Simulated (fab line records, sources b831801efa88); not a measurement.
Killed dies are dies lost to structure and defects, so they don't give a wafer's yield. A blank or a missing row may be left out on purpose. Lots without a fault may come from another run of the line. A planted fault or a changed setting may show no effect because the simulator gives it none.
Chamber matching | flow sky130 | SKY_VIA2_CMP_24 on cmp-02: 4 sister chambers
The step polishes, stops on SiO2, t overpolish 20 s, target thk 0 nm. 4 wafers are shown with their chamber, then 7 later ones without.

WAFERS WITH THEIR CHAMBER
wafer  | chamber | motor_current_A (A)
L783.4 | 1       | 11.1
L783.6 | 2       | 9.1
L786.2 | 3       | 10.1
L786.3 | 0       | 10.4

WAFERS WITHOUT THEIR CHAMBER
wafer  | motor_current_A (A)
L786.6 | 9.6
L787.2 | 10.6
L787.3 | 9.2
L787.5 | 9.5
L788.2 | 9.6
L788.4 | 10.5
L788.5 | 11.1

WHICH CHAMBER EACH WENT THROUGH
wafer  | from the rows above          | in truth
L786.6 | can't be placed: 2 or 3 or 0 | 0
L787.2 | can't be placed: 0 or 1 or 3 | 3
L787.3 | 2                            | 2
L787.5 | can't be placed: 2 or 3 or 0 | 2
L788.2 | can't be placed: 2 or 3 or 0 | 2
L788.4 | can't be placed: 0 or 3 or 1 | 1
L788.5 | 1                            | 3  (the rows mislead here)
Placed correctly: 1 of 7. Can't be placed from these rows: 5 (the true chamber is among the candidates in 5). Placed wrongly: 1.
How it was worked out, from the rows above alone: a wafer's distance from a chamber is the root of the sum, over the readings, of the square of ((its reading less the chamber's mean) divided by the reading's scatter). The wafer belongs to the nearest chamber; if the next one is less than 2 further off, it can't be placed. A chamber's mean is the mean of its shown wafers. The scatter: with one shown wafer a chamber, the root of the mean of the squares of how far each hidden wafer lies from its nearest shown one.
